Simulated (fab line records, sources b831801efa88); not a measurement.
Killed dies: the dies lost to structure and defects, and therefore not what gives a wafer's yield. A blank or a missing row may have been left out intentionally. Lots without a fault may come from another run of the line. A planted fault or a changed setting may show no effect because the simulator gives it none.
fab line records    flow sky130    part 2 of 2: steps 23 to 30 of 30
[record] lots = 5  wafers = 15  lastDay = 51
route steps=708 shown METAL5@673 PASSIVATION@681 PAD_OPEN@694
lots that met no fault: from a run of the same line without faults
startH: start of the lot's first displayed wafer, in hours after the record's first day    waitH: how many hours have passed since the lot's step before this one    " the same as in the row above    L1.1+2: a single row standing in for several wafers    - value missing, or start not given    * or withheld: withheld    < > ~ a bound
route shown NAME@n: names a module that has steps shown in the file, with the first one's number in the route    usual: mean/standard deviation of fault-free wafers    same: alike in all rows    chamber/n: place in a boat    sites: readings site by site    _std_site: standard deviation of those values    _edge_site: the outer-site mean with the inner-site mean subtracted    radiusMm: how far each site lies from the wafer's centre    mask NAME#n: copy n    behind: the tool/chamber that last shaped the wafer    hold: the reason the lot was held/the length of the hold in hours/how it ended    device: names the non-switching transistor (n, p or np)    end of line: the same wafers' tests at the end of the route    a step given without rows: its recipe and nothing more    killed: at the first sort, the dies lost to defects and structure; wafer yield is something else    map: a wafer's dies, marking killed ones x, the rest . and places with no die _
set.NAME: the run value of the setting; set.NAME@STEP: its run value at that earlier step    model.NAME: the simulator's own value behind a step, which no gauge read
certain route steps with their lots: each step a table, each wafer a row
services: when a tool's chamber went out of use (startH, in hours from the record's first day, below 0 if earlier), for how many hours, and the reason
[[steps]]
[step SKY_PAD_OPEN_HMDS_01]
[recipe] primeTimeS = 60  primeTempC = 120
[usual] exhaustPa = 45.2/0.95  resistLineTempC = 23.00/0.095
lot.wafer  tool           chamber  startH   waitH  exhaustPa  resistLineTempC
L076.1     lithoTrack-04  0        1080.75  0.1    46.1       22.81
L076.3     "              0        "        "      46.9       22.98
L076.6     "              0        "        "      44.8       22.88
L083.2     lithoTrack-03  0        1129.94  0.1    44.8       22.93
L083.3     "              0        "        "      44.2       22.96
L083.5     "              0        "        "      44.4       22.95
L086.1     lithoTrack-04  0        1143.60  0.1    45.1       22.99
L086.3     "              0        "        "      45.1       23.05
L086.6     "              0        "        "      44.5       23.19
L091.3     lithoTrack-04  0        1178.85  0.1    46.5       23.08
L091.5     "              0        "        "      45.9       22.92
L091.6     "              0        "        "      45.6       23.06
L097.2     lithoTrack-04  0        1202.48  0.1    46.0       22.93
L097.3     "              0        "        "      46.9       22.84
L097.4     "              0        "        "      44.6       22.79
[step SKY_PAD_OPEN_COAT_02]
[recipe] spinRpm = 2000  resistThkNm = 3000
[usual] exhaustPa = 45.3/1  resistLineTempC = 23.01/0.096
lot.wafer  tool           chamber  startH   waitH  exhaustPa  resistLineTempC
L076.1     lithoTrack-04  0        1080.90  0.1    45.4       23.02
L076.3     "              0        "        "      45.9       22.85
L076.6     "              0        "        "      45.1       22.87
L083.2     lithoTrack-03  0        1130.09  0.1    43.7       22.97
L083.3     "              0        "        "      43.8       22.98
L083.5     "              0        "        "      44.6       22.81
L086.1     lithoTrack-04  0        1143.75  0.1    44.5       23.07
L086.3     "              0        "        "      45.4       22.87
L086.6     "              0        "        "      45.6       22.89
L091.3     lithoTrack-04  0        1179.00  0.1    43.8       22.86
L091.5     "              0        "        "      45.6       23.12
L091.6     "              0        "        "      45.3       22.96
L097.2     lithoTrack-04  0        1202.63  0.1    46.5       23.02
L097.3     "              0        "        "      45.5       23.08
L097.4     "              0        "        "      46.6       23.07
[step SKY_PAD_OPEN_SOFTBAKE_03]
[recipe] tempC = 110  timeS = withheld
[usual] exhaustPa = 45.0/0.83  resistLineTempC = 22.98/0.097
lot.wafer  tool           chamber  startH   waitH  exhaustPa  resistLineTempC
L076.1     lithoTrack-04  0        1081.05  0.1    43.1       22.88
L076.3     "              0        "        "      43.9       22.93
L076.6     "              0        "        "      44.0       22.95
L083.2     lithoTrack-03  0        1130.24  0.1    44.9       22.88
L083.3     "              0        "        "      44.8       22.87
L083.5     "              0        "        "      45.9       22.97
L086.1     lithoTrack-04  0        1143.90  0.1    44.7       23.10
L086.3     "              0        "        "      45.2       22.92
L086.6     "              0        "        "      46.0       23.12
L091.3     lithoTrack-04  0        1179.17  0.1    47.5       23.02
L091.5     "              0        "        "      45.5       22.96
L091.6     "              0        "        "      44.7       22.95
L097.2     lithoTrack-04  0        1202.79  0.1    46.2       22.99
L097.3     "              0        "        "      44.6       22.98
L097.4     "              0        "        "      45.0       23.02
[step SKY_PAD_OPEN_EXPOSE_04]
[recipe] maskId = PDM  targetCdNm = 60000  na = 0.57  doseMj = 266.4
lot.wafer   tool             chamber  startH  waitH  mask
L076.1+3+6  ilineStepper-01  0        -       -      PDM#0
L083.2+3+5  ilineStepper-01  0        -       -      PDM#0
L086.1+3+6  ilineStepper-01  0        -       -      PDM#0
L091.3+5+6  ilineStepper-01  0        -       -      PDM#0
L097.2+3+4  ilineStepper-01  0        -       -      PDM#0
[step SKY_PAD_OPEN_PEB_05]
[recipe] tempC = 115  timeS = withheld
[usual] exhaustPa = 45.0/1  resistLineTempC = 22.98/0.093
lot.wafer  tool           chamber  startH  waitH  exhaustPa  resistLineTempC
L076.1     lithoTrack-03  0        -       -      44.1       23.06
L076.3     "              0        "       "      43.4       22.97
L076.6     "              0        "       "      44.0       23.02
L083.2     lithoTrack-01  0        -       -      45.9       23.00
L083.3     "              0        "       "      45.6       22.99
L083.5     "              0        "       "      44.9       23.07
L086.1     lithoTrack-01  0        -       -      46.5       22.98
L086.3     "              0        "       "      45.4       23.03
L086.6     "              0        "       "      46.6       23.00
L091.3     lithoTrack-01  0        -       -      42.2       23.01
L091.5     "              0        "       "      43.7       23.01
L091.6     "              0        "       "      43.5       22.94
L097.2     lithoTrack-01  0        -       -      46.3       23.02
L097.3     "              0        "       "      47.5       22.95
L097.4     "              0        "       "      46.0       23.13
[step SKY_PAD_OPEN_DEVELOP_06]
[recipe] developTimeS = 60  devTempC = 23
[usual] exhaustPa = 45.1/0.83  resistLineTempC = 22.98/0.11
lot.wafer  tool           chamber  startH  waitH  exhaustPa  resistLineTempC
L076.1     lithoTrack-03  0        -       -      44.7       22.93
L076.3     "              0        "       "      45.0       23.07
L076.6     "              0        "       "      44.2       22.84
L083.2     lithoTrack-01  0        -       -      45.4       23.10
L083.3     "              0        "       "      44.6       23.27
L083.5     "              0        "       "      45.7       22.99
L086.1     lithoTrack-01  0        -       -      43.8       22.93
L086.3     "              0        "       "      44.3       22.91
L086.6     "              0        "       "      45.3       22.95
L091.3     lithoTrack-01  0        -       -      44.1       23.00
L091.5     "              0        "       "      44.6       22.85
L091.6     "              0        "       "      44.0       22.81
L097.2     lithoTrack-01  0        -       -      44.6       22.90
L097.3     "              0        "       "      45.2       23.04
L097.4     "              0        "       "      44.9       23.06
[step SKY_PAD_OPEN_ETCH_07]
[recipe] chemistry = CF4/O2  targetDepthNm = 725  stopOn = AlCu  sourceW = 800  biasW = 150  pressureMtorr = 150  cf4FlowSccm = 80  O2_flow_sccm = 10  timeS = 161.1
[usual] drypumpMotorCurrentA = 5.7/0.4  oesProductAu = 0.979/0.0074  rfFwdPowerW = 796.3/2.4  throttleValvePct = 5.965/0.009
lot.wafer  tool        chamber  startH   waitH  drypumpMotorCurrentA  oesProductAu  rfFwdPowerW  rfHoursCounterH  throttleValvePct
L076.1     rieDiel-03  3        1092.36  -      4.9                   0.987         800.5        17               5.973
L076.3     "           2        "        "      6.3                   0.971         794.9        16               5.959
L076.6     "           0        "        "      6.0                   0.985         798.9        -                5.978
L083.2     rieDiel-01  0        1139.65  -      5.7                   0.975         797.3        11               5.965
L083.3     "           2        "        "      5.4                   0.970         799.2        21               5.969
L083.5     "           1        "        "      5.5                   0.975         797.2        -                5.971
L086.1     rieDiel-03  0        1154.05  -      6.0                   0.975         800.0        21               5.973
L086.3     "           2        "        "      6.3                   0.985         800.0        18               5.974
L086.6     "           0        "        "      6.1                   0.980         800.3        -                5.980
L091.3     rieDiel-03  2        1187.80  -      6.3                   0.977         792.7        19               5.971
L091.5     "           2        "        "      6.3                   0.991         793.3        -                5.969
L091.6     "           1        "        "      5.8                   0.971         797.2        -                5.957
L097.2     rieDiel-01  3        1210.66  -      5.5                   0.969         793.4        32               5.962
L097.3     "           1        "        "      5.5                   0.973         797.6        11               5.974
L097.4     "           2        "        "      5.4                   0.986         799.6        24               5.976
[step SKY_PAD_OPEN_STRIP_08]
[recipe] chemistry = O2/N2  powerW = 1400  pressureMtorr = 1500  platenTempC = withheld  overashFraction = 0.7  o2FlowSccm = 3000  n2FlowSccm = 300
[usual] drypumpMotorCurrentA = 6.0/0.42  n2FlowSccm = 300.2/0.84  oesProductAu = 0.663/0.0045  stripTimeToEndpointS = 37.01/0.1
lot.wafer  tool            chamber  startH   waitH  drypumpMotorCurrentA  n2FlowSccm  oesProductAu  rfHoursCounterH  stripTimeToEndpointS
L076.1     plasmaAsher-03  0        1092.47  0.1    5.8                   299.4       0.665         35               37.04
L076.3     "               0        "        "      5.8                   298.1       0.671         -                36.91
L076.6     "               1        "        "      6.5                   300.3       0.659         -                37.10
L083.2     plasmaAsher-04  1        1139.76  0.1    6.2                   300.5       0.663         70               37.02
L083.3     "               0        "        "      6.1                   301.5       0.665         -                36.99
L083.5     "               0        "        "      6.1                   300.7       0.662         -                36.94
L086.1     plasmaAsher-03  0        1154.16  0.1    5.8                   300.9       0.655         41               36.98
L086.3     "               1        "        "      6.5                   299.9       0.670         -                36.98
L086.6     "               0        "        "      5.8                   299.8       0.660         -                36.96
L091.3     plasmaAsher-04  0        1187.94  0.1    6.1                   301.3       0.660         -                36.90
L091.5     "               0        "        "      6.1                   300.0       0.664         -                36.91
L091.6     "               1        "        "      6.2                   300.0       0.658         -                36.84
L097.2     plasmaAsher-04  0        1210.76  0.1    6.0                   300.3       0.664         76               37.31
L097.3     "               1        "        "      6.2                   300.4       0.665         -                37.27
L097.4     "               0        "        "      6.1                   298.7       0.664         -                37.19
[[services]]
tool             chamber  startH   hours  kind
rieDiel-03       3        1028.97  14.7   repair
rieDiel-01       2        1033.71  3.0    repair
rieDiel-03       0        1037.16  2.3    repair
pecvd-04         -        1057.74  1.2    repair
ilineStepper-01  -        1073.87  1.7    pm
plasmaAsher-04   -        1076.60  5.4    repair
pecvd-01         -        1077.39  6.0    pm
rieMetal-01      -        1081.40  2.8    pm
rieDiel-01       2        1082.61  12.5   repair
plasmaAsher-04   -        1086.10  2.4    repair
rieMetal-03      0        1093.02  21.8   repair
rieMetal-04      1        1094.80  22.5   repair
rieMetal-03      1        1100.85  13.2   repair
pecvd-04         -        1114.09  4.2    repair
rieDiel-03       2        1120.96  8.8    repair
plasmaAsher-04   -        1128.28  1.3    repair
plasmaAsher-02   -        1134.08  1.1    repair
pecvd-01         -        1147.86  1.6    repair
pecvd-01         -        1161.04  0.5    repair
rieMetal-04      1        1163.18  6.5    repair
rieDiel-01       3        1168.50  4.3    repair
pecvd-04         -        1172.71  2.8    pm
wetBench-04      -        1182.22  1.9    repair
wetBench-02      -        1208.87  1.7    repair
